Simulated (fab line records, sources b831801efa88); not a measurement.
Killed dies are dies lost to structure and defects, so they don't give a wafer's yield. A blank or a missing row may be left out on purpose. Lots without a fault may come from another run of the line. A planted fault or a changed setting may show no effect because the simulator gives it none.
fab line records | flow gf180mcu
record lots=24 wafers=72 last_day=34
route steps=602 shown SALICIDE@280 CONTACT@311 M1@329 M2@364 V2@396 V4@497
lots that met no fault: from a run of the same line without faults
start_h: hours from the record's first day to the start of the lot's first wafer shown | wait_h: hours since the lot's step before | " the same as in the row above | L1.1+2: a row that stands for several wafers | - no value, or no start given | * or withheld: withheld | < > ~ a bound
route shown NAME@n: a module of which the file shows steps, and the number in the route of the first | usual: mean/standard deviation of fault-free wafers | same: alike in all rows | chamber/n: place in a boat | sites: the reading at each site | _std_site: their standard deviation | _edge_site: outer sites' mean less inner sites' | radius_mm: how far each site lies from the wafer's centre | mask NAME#n: copy n | behind: the tool/chamber that last shaped the wafer | hold: why the lot was held/for how many hours/how that ended | device: the transistor (n, p or np) that didn't switch | end of line: the same wafers' tests at the end of the route | a step without rows: its recipe alone | killed: dies lost to structure and defects at the first sort, not the wafer's yield | map: a wafer's dies, x killed, . not, _ none there
set.NAME: the setting as run; set.NAME@STEP: as run at that earlier step | model.NAME: the simulator's own value behind a step, which no gauge read
steps of the route over a sample of lots; a table a step, a row a wafer
services: from which hour (start_h, from the record's first day; less than 0 if before it) a tool's chamber was out of use, for how many hours, and why
## steps
# step GF_SALICIDE_SPUTTER_02
# recipe material=Co target_thk_nm=10 power_w=1000 time_s=20 chamber_pressure_pa=0.4
# usual throttle_valve_pct=29.2/1
# columns lot.wafer tool chamber start_h wait_h throttle_valve_pct
L074.3 pvd_sputter-02 - 344.11 0.0 29.5
L074.4 " - " " 30.6
L074.5 " - " " 29.8
L075.4 pvd_sputter-02 - 349.68 0.0 29.9
L075.5 " - " " 29.8
L075.6 " - " " 30.8
L076.1 pvd_sputter-02 - 359.37 0.0 30.0
L076.2 " - " " 29.8
L076.4 " - " " 30.9
L077.3 pvd_sputter-03 - 366.93 0.0 27.5
L077.4 " - " " 30.7
L077.5 " - " " 27.1
L078.3 pvd_sputter-04 - 373.72 0.0 28.2
L078.4 " - " " 29.1
L078.6 " - " " 28.2
L079.1 pvd_sputter-02 - 377.85 0.0 29.3
L079.4 " - " " 30.3
L079.5 " - " " 30.6
L080.1 pvd_sputter-04 - 392.13 0.0 28.2
L080.2 " - " " 28.3
L080.3 " - " " 29.0
L081.2 pvd_sputter-04 - 400.25 0.0 28.0
L081.4 " - " " 28.5
L081.5 " - " " 28.2
L082.1 pvd_sputter-04 - 410.58 0.0 28.2
L082.2 " - " " 28.1
L082.5 " - " " 29.0
L083.1 pvd_sputter-04 - 416.19 0.0 29.1
L083.2 " - " " 28.4
L083.3 " - " " 27.9
L084.4 pvd_sputter-03 - 433.90 0.0 27.5
L084.5 " - " " 29.0
L084.6 " - " " 29.1
L085.2 pvd_sputter-02 - 440.54 0.0 30.3
L085.4 " - " " 30.1
L085.6 " - " " 29.9
L086.2 pvd_sputter-04 - 451.03 0.0 29.1
L086.3 " - " " 28.1
L086.4 " - " " 28.2
L087.4 pvd_sputter-03 - 457.27 0.0 28.5
L087.5 " - " " 30.6
L087.6 " - " " 29.1
L088.1 pvd_sputter-04 - 470.12 0.0 27.9
L088.4 " - " " 28.7
L088.6 " - " " 28.2
L089.3 pvd_sputter-03 - 479.53 0.0 29.3
L089.4 " - " " 29.2
L089.5 " - " " 28.9
L090.4 pvd_sputter-02 - 485.00 0.0 29.4
L090.5 " - " " 30.0
L090.6 " - " " 30.7
L091.4 pvd_sputter-02 - 488.52 0.0 30.9
L091.5 " - " " 29.9
L091.6 " - " " 30.9
L092.2 pvd_sputter-02 - 496.27 0.0 29.9
L092.5 " - " " 29.9
L092.6 " - " " 30.8
L093.1 pvd_sputter-02 - 502.30 0.0 29.3
L093.3 " - " " 30.0
L093.6 " - " " 29.2
L094.2 pvd_sputter-03 - 509.74 0.0 27.3
L094.3 " - " " 28.7
L094.6 " - " " 28.8
L095.2 pvd_sputter-04 - 519.53 0.0 29.4
L095.4 " - " " 28.1
L095.5 " - " " 27.9
L096.3 pvd_sputter-03 - 525.65 0.0 29.0
L096.4 " - " " 30.8
L096.6 " - " " 30.9
L097.4 pvd_sputter-04 - 536.12 0.0 29.1
L097.5 " - " " 27.9
L097.6 " - " " 28.5
# step GF_CONTACT_CVD_24
# recipe material=W target_thk_nm=300 time_s=90.339 temp_c=400 pressure_torr=40
# usual heater_power_w=871/120
# columns lot.wafer tool chamber start_h wait_h heater_power_w since_wet_clean_h
L074.3 cvd_w-01 0 368.10 0.1 742 -
L074.4 " 1 " " 1041 -
L074.5 " 1 " " 1043 -
L075.4 cvd_w-01 1 372.34 0.1 990 -
L075.5 " 1 " " 1014 -
L075.6 " 0 " " 714 -
L076.1 cvd_w-02 0 382.25 0.0 962 992
L076.2 " 1 " " 812 992
L076.4 " 0 " " 947 -
L077.3 cvd_w-01 0 390.20 0.1 730 -
L077.4 " 1 " " 1008 -
L077.5 " 1 " " 998 -
L078.3 cvd_w-01 0 398.43 0.1 734 -
L078.4 " 1 " " 1005 -
L078.6 " 0 " " 724 -
L079.1 cvd_w-01 0 402.09 0.0 740 498
L079.4 " 0 " " 742 -
L079.5 " 1 " " 1038 -
L080.1 cvd_w-02 1 417.39 0.0 763 13
L080.2 " 0 " " 901 13
L080.3 " 1 " " 785 -
L081.2 cvd_w-01 0 425.45 0.0 749 521
L081.4 " 1 " " 997 -
L081.5 " 1 " " 1010 -
L082.1 cvd_w-01 0 436.83 0.0 727 533
L082.2 " 1 " " 1034 533
L082.5 " 0 " " 732 -
L083.1 cvd_w-02 0 441.16 0.0 883 37
L083.2 " 1 " " 784 37
L083.3 " 1 " " 800 -
L084.4 cvd_w-01 0 460.54 0.1 735 -
L084.5 " 1 " " 1012 -
L084.6 " 0 " " 747 -
L085.2 cvd_w-01 0 467.12 0.0 737 563
L085.4 " 0 " " 746 -
L085.6 " 0 " " 766 -
L086.2 cvd_w-02 1 477.03 0.0 791 73
L086.3 " 1 " " 804 -
L086.4 " 0 " " 887 -
L087.4 cvd_w-01 0 483.64 0.1 738 -
L087.5 " 1 " " 1030 -
L087.6 " 0 " " 746 -
L088.1 cvd_w-01 0 496.33 0.0 757 592
L088.4 " 0 " " 742 -
L088.6 " 0 " " 770 -
L089.3 cvd_w-01 1 504.68 0.1 1030 -
L089.4 " 0 " " 747 -
L089.5 " 0 " " 747 -
L090.4 cvd_w-01 1 510.15 0.1 1032 -
L090.5 " 0 " " 770 -
L090.6 " 1 " " 1032 -
L091.4 cvd_w-02 1 513.75 0.1 800 -
L091.5 " 1 " " 765 -
L091.6 " 0 " " 873 -
L092.2 cvd_w-02 0 523.02 0.0 903 119
L092.5 " 0 " " 883 -
L092.6 " 1 " " 799 -
L093.1 cvd_w-01 1 527.80 0.0 1071 624
L093.3 " 1 " " 1035 -
L093.6 " 0 " " 766 -
L094.2 cvd_w-01 0 535.02 0.0 757 631
L094.3 " 1 " " 1025 -
L094.6 " 0 " " 775 -
L095.2 cvd_w-01 1 544.34 0.0 1043 640
L095.4 " 1 " " 1046 -
L095.5 " 1 " " 1027 -
L096.3 cvd_w-02 0 550.11 0.1 857 -
L096.4 " 1 " " 782 -
L096.6 " 0 " " 904 -
L097.4 cvd_w-02 1 560.32 0.1 783 -
L097.5 " 1 " " 791 -
L097.6 " 0 " " 884 -
# step GF_M1_CD_MEAS_14
# recipe target_cd_nm=230
# usual cd_nm=230.2/1.1
# columns lot.wafer tool chamber start_h wait_h cd_nm
L074.3 cd_sem-02 - 390.96 0.1 228.4
L074.4 " - " " 229.2
L074.5 " - " " 229.5
L075.4 cd_sem-02 - 395.04 0.1 228.2
L075.5 " - " " 229.3
L075.6 " - " " 229.2
L076.1 cd_sem-02 - 406.03 0.1 230.9
L076.2 " - " " 229.5
L076.4 " - " " 229.9
L077.3 cd_sem-01 - 413.96 0.1 232.4
L077.4 " - " " 233.1
L077.5 " - " " 233.6
L078.3 cd_sem-01 - 423.07 0.1 230.2
L078.4 " - " " 230.6
L078.6 " - " " 231.8
L079.1 cd_sem-02 - 427.02 0.1 231.3
L079.4 " - " " 230.5
L079.5 " - " " 230.6
L080.1 cd_sem-02 - 441.87 0.1 230.9
L080.2 " - " " 230.1
L080.3 " - " " 231.4
L081.2 cd_sem-01 - 450.90 0.1 228.8
L081.4 " - " " 230.1
L081.5 " - " " 230.2
L082.1 cd_sem-02 - 462.08 0.1 230.4
L082.2 " - " " 229.8
L082.5 " - " " 229.6
L083.1 cd_sem-02 - 466.52 0.1 229.2
L083.2 " - " " 228.9
L083.3 " - " " 229.0
L084.4 cd_sem-01 - 485.69 0.1 229.9
L084.5 " - " " 229.8
L084.6 " - " " 231.0
L085.2 cd_sem-02 - 491.41 0.1 230.1
L085.4 " - " " 229.8
L085.6 " - " " 229.9
L086.2 cd_sem-02 - 501.69 0.1 230.6
L086.3 " - " " 230.1
L086.4 " - " " 230.6
L087.4 cd_sem-01 - 507.80 0.1 231.1
L087.5 " - " " 231.7
L087.6 " - " " 232.9
L088.1 cd_sem-02 - 521.87 0.1 229.6
L088.4 " - " " 230.5
L088.6 " - " " 231.0
L089.3 cd_sem-02 - 528.98 0.1 231.0
L089.4 " - " " 231.1
L089.5 " - " " 230.0
L090.4 cd_sem-02 - 534.24 0.1 229.4
L090.5 " - " " 229.7
L090.6 " - " " 228.9
L091.4 cd_sem-02 - 537.33 0.1 229.4
L091.5 " - " " 231.5
L091.6 " - " " 231.2
L092.2 cd_sem-02 - 546.15 0.1 228.7
L092.5 " - " " 228.6
L092.6 " - " " 230.1
L093.1 cd_sem-02 - 550.63 0.1 230.7
L093.3 " - " " 229.7
L093.6 " - " " 231.1
L094.2 cd_sem-01 - 558.30 0.1 230.5
L094.3 " - " " 229.5
L094.6 " - " " 229.6
L095.2 cd_sem-01 - 567.20 0.1 229.3
L095.4 " - " " 229.9
L095.5 " - " " 228.1
L096.3 cd_sem-02 - 572.92 0.1 229.2
L096.4 " - " " 229.6
L096.6 " - " " 230.1
L097.4 cd_sem-02 - 583.15 0.1 229.2
L097.5 " - " " 229.8
L097.6 " - " " 229.7
# step GF_M2_SPUTTER_02
# recipe material=AlCu target_thk_nm=450 power_w=10600 time_s=23.9 chamber_pressure_pa=0.4
# usual throttle_valve_pct=29.0/0.94
# columns lot.wafer tool chamber start_h wait_h throttle_valve_pct
L074.3 pvd_sputter-02 - 417.88 0.0 30.1
L074.4 " - " " 29.9
L074.5 " - " " 29.7
L075.4 pvd_sputter-04 - 421.79 0.0 28.4
L075.5 " - " " 29.4
L075.6 " - " " 28.1
L076.1 pvd_sputter-04 - 433.41 0.0 28.5
L076.2 " - " " 28.4
L076.4 " - " " 28.0
L077.3 pvd_sputter-04 - 441.12 0.0 27.9
L077.4 " - " " 28.2
L077.5 " - " " 28.3
L078.3 pvd_sputter-02 - 450.60 0.0 30.2
L078.4 " - " " 30.8
L078.6 " - " " 30.8
L079.1 pvd_sputter-02 - 454.51 0.0 30.8
L079.4 " - " " 30.0
L079.5 " - " " 29.2
L080.1 pvd_sputter-04 - 469.21 0.0 28.9
L080.2 " - " " 28.7
L080.3 " - " " 27.9
L081.2 pvd_sputter-02 - 478.64 0.0 30.6
L081.4 " - " " 30.1
L081.5 " - " " 29.9
L082.1 pvd_sputter-04 - 489.52 0.0 27.9
L082.2 " - " " 29.0
L082.5 " - " " 28.2
L083.1 pvd_sputter-04 - 493.36 0.0 27.9
L083.2 " - " " 27.6
L083.3 " - " " 29.1
L084.4 pvd_sputter-03 - 512.69 0.0 28.8
L084.5 " - " " 30.2
L084.6 " - " " 29.1
L085.2 pvd_sputter-04 - 517.44 0.0 28.6
L085.4 " - " " 28.9
L085.6 " - " " 28.3
L086.2 pvd_sputter-04 - 527.79 0.0 29.1
L086.3 " - " " 27.9
L086.4 " - " " 28.5
L087.4 pvd_sputter-02 - 534.38 0.0 29.9
L087.5 " - " " 29.9
L087.6 " - " " 29.2
L088.1 pvd_sputter-03 - 547.07 0.0 28.6
L088.4 " - " " 29.2
L088.6 " - " " 29.1
L089.3 pvd_sputter-04 - 554.08 0.0 29.1
L089.4 " - " " 28.2
L089.5 " - " " 28.5
L090.4 pvd_sputter-02 - 560.01 0.0 30.1
L090.5 " - " " 30.0
L090.6 " - " " 29.5
L091.4 pvd_sputter-04 - 562.69 0.0 28.3
L091.5 " - " " 28.2
L091.6 " - " " 29.2
L092.2 pvd_sputter-02 - 571.21 0.0 29.1
L092.5 " - " " 30.0
L092.6 " - " " 29.4
L093.1 pvd_sputter-03 - 575.96 0.0 27.2
L093.3 " - " " 29.0
L093.6 " - " " 27.2
L094.2 pvd_sputter-03 - 582.92 0.0 28.7
L094.3 " - " " 29.3
L094.6 " - " " 30.5
L095.2 pvd_sputter-04 - 591.34 0.0 28.0
L095.4 " - " " 28.0
L095.5 " - " " 29.2
L096.3 pvd_sputter-04 - 597.29 0.0 28.9
L096.4 " - " " 29.3
L096.6 " - " " 28.3
L097.4 pvd_sputter-04 - 607.08 0.0 28.1
L097.5 " - " " 29.2
L097.6 " - " " 28.0
# step GF_V2_CD_MEAS_14
# recipe target_cd_nm=260
# usual cd_nm=259.7/1.4
# columns lot.wafer tool chamber start_h wait_h cd_nm
L074.3 cd_sem-02 - 467.23 0.1 261.5
L074.4 " - " " 260.2
L074.5 " - " " 261.8
L075.4 cd_sem-01 - 472.85 0.1 258.4
L075.5 " - " " 258.8
L075.6 " - " " 258.3
L076.1 cd_sem-01 - 483.80 0.1 259.9
L076.2 " - " " 259.5
L076.4 " - " " 259.8
L077.3 cd_sem-02 - 491.04 0.1 258.6
L077.4 " - " " 257.8
L077.5 " - " " 258.5
L078.3 cd_sem-02 - 499.51 0.1 259.6
L078.4 " - " " 260.7
L078.6 " - " " 260.6
L079.1 cd_sem-01 - 503.35 0.1 259.4
L079.4 " - " " 260.2
L079.5 " - " " 259.4
L080.1 cd_sem-01 - 520.92 0.1 256.6
L080.2 " - " " 257.2
L080.3 " - " " 257.5
L081.2 cd_sem-01 - 527.24 0.1 257.4
L081.4 " - " " 257.3
L081.5 " - " " 256.5
L082.1 cd_sem-02 - 538.14 0.1 260.2
L082.2 " - " " 258.8
L082.5 " - " " 260.5
L083.1 cd_sem-01 - 540.92 0.1 258.9
L083.2 " - " " 260.0
L083.3 " - " " 259.3
L084.4 cd_sem-01 - 559.43 0.1 258.5
L084.5 " - " " 259.1
L084.6 " - " " 258.9
L085.2 cd_sem-01 - 563.97 0.1 259.2
L085.4 " - " " 257.5
L085.6 " - " " 259.2
L086.2 cd_sem-02 - 573.29 0.1 260.0
L086.3 " - " " 260.5
L086.4 " - " " 260.8
L087.4 cd_sem-01 - 579.61 0.1 262.5
L087.5 " - " " 261.9
L087.6 " - " " 261.2
L088.1 cd_sem-02 - 591.57 0.1 261.9
L088.4 " - " " 261.4
L088.6 " - " " 260.8
L089.3 cd_sem-02 - 599.69 0.1 264.4
L089.4 " - " " 263.1
L089.5 " - " " 262.7
L090.4 cd_sem-01 - 604.50 0.1 258.2
L090.5 " - " " 259.7
L090.6 " - " " 259.4
L091.4 cd_sem-01 - 606.80 0.1 260.5
L091.5 " - " " 261.4
L091.6 " - " " 260.0
L092.2 cd_sem-01 - 615.45 0.1 260.8
L092.5 " - " " 260.7
L092.6 " - " " 260.1
L093.1 cd_sem-01 - 619.78 0.1 258.0
L093.3 " - " " 257.0
L093.6 " - " " 257.0
L094.2 cd_sem-01 - 625.24 0.1 259.8
L094.3 " - " " 260.4
L094.6 " - " " 259.7
L095.2 cd_sem-02 - 634.19 0.1 260.8
L095.4 " - " " 260.4
L095.5 " - " " 261.0
L096.3 cd_sem-01 - 640.11 0.1 260.8
L096.4 " - " " 260.9
L096.6 " - " " 259.1
L097.4 cd_sem-02 - 649.31 0.1 260.4
L097.5 " - " " 258.6
L097.6 " - " " 259.0
# step GF_V4_SPUTTER_21
# recipe material=Ti target_thk_nm=15 chamber_pressure_pa=5 power_w=2500 substrate_temp_c=200 time_s=80.02
# usual throttle_valve_pct=29.3/0.9
# columns lot.wafer tool chamber start_h wait_h throttle_valve_pct
L074.3 pvd_sputter-04 - 568.56 0.0 29.2
L074.4 " - " " 27.8
L074.5 " - " " 28.9
L075.4 pvd_sputter-03 - 572.14 0.0 27.3
L075.5 " - " " 30.7
L075.6 " - " " 27.1
L076.1 pvd_sputter-04 - 582.80 0.0 28.3
L076.2 " - " " 29.2
L076.4 " - " " 27.8
L077.3 pvd_sputter-03 - 587.73 0.0 29.1
L077.4 " - " " 30.3
L077.5 " - " " 27.3
L078.3 pvd_sputter-01 - 596.08 0.0 29.7
L078.4 " - " " 29.4
L078.6 " - " " 29.3
L079.1 pvd_sputter-01 - 598.90 0.0 29.4
L079.4 " - " " 29.8
L079.5 " - " " 29.6
L080.1 pvd_sputter-01 - 614.55 0.0 30.3
L080.2 " - " " 29.7
L080.3 " - " " 29.4
L081.2 pvd_sputter-01 - 620.90 0.0 29.4
L081.4 " - " " 30.4
L081.5 " - " " 29.5
L082.1 pvd_sputter-01 - 633.57 0.0 29.2
L082.2 " - " " 29.8
L082.5 " - " " 29.3
L083.1 pvd_sputter-03 - 633.92 0.0 29.1
L083.2 " - " " 29.1
L083.3 " - " " 27.3
L084.4 pvd_sputter-03 - 650.72 0.0 27.1
L084.5 " - " " 29.2
L084.6 " - " " 28.9
L085.2 pvd_sputter-01 - 654.04 0.0 30.1
L085.4 " - " " 30.3
L085.6 " - " " 29.6
L086.2 pvd_sputter-04 - 663.10 0.0 29.3
L086.3 " - " " 28.4
L086.4 " - " " 28.7
L087.4 pvd_sputter-01 - 667.59 0.0 30.1
L087.5 " - " " 30.3
L087.6 " - " " 29.8
L088.1 pvd_sputter-04 - 679.38 0.0 28.2
L088.4 " - " " 28.1
L088.6 " - " " 28.4
L089.3 pvd_sputter-04 - 686.03 0.0 28.4
L089.4 " - " " 28.1
L089.5 " - " " 28.1
L090.4 pvd_sputter-01 - 690.40 0.0 29.8
L090.5 " - " " 30.0
L090.6 " - " " 30.1
L091.4 pvd_sputter-03 - 693.31 0.0 28.9
L091.5 " - " " 29.4
L091.6 " - " " 30.8
L092.2 pvd_sputter-01 - 700.44 0.0 29.9
L092.5 " - " " 29.9
L092.6 " - " " 30.0
L093.1 pvd_sputter-01 - 705.08 0.0 30.0
L093.3 " - " " 29.4
L093.6 " - " " 29.9
L094.2 pvd_sputter-04 - 709.09 0.0 28.3
L094.3 " - " " 28.1
L094.6 " - " " 27.9
L095.2 pvd_sputter-01 - 716.63 0.0 29.7
L095.4 " - " " 30.3
L095.5 " - " " 30.3
L096.3 pvd_sputter-01 - 722.35 0.0 30.1
L096.4 " - " " 30.0
L096.6 " - " " 29.6
L097.4 pvd_sputter-01 - 730.50 0.0 29.3
L097.5 " - " " 29.7
L097.6 " - " " 29.4
## services
# columns tool chamber start_h hours kind
pvd_sputter-01 - 330.14 3.2 repair
pvd_sputter-03 - 332.79 4.1 repair
pvd_sputter-01 - 338.64 9.3 repair
cvd_w-02 - 390.00 14.0 pm
pvd_sputter-03 - 402.81 5.2 repair
pvd_sputter-03 - 413.58 16.0 repair
pvd_sputter-03 - 436.63 10.0 repair
cvd_w-02 0 437.05 3.4 repair
cvd_w-02 - 449.99 15.6 pm
pvd_sputter-01 - 511.56 2.7 repair
pvd_sputter-02 - 529.13 2.0 repair
pvd_sputter-03 - 530.77 3.6 repair
pvd_sputter-01 - 532.31 56.5 repair
cvd_w-01 - 553.53 2.8 pm
pvd_sputter-02 - 601.64 1.7 repair
cvd_w-02 1 620.77 9.6 repair
pvd_sputter-04 - 633.18 7.0 repair
cvd_w-02 - 649.55 6.0 pm
cvd_w-01 1 656.59 4.8 repair
pvd_sputter-04 - 670.59 1.0 repair
cvd_w-02 - 683.49 4.3 pm
pvd_sputter-04 - 696.37 0.8 repair
pvd_sputter-03 - 703.22 10.0 repair
pvd_sputter-04 - 713.75 3.9 repair
## key
fault none
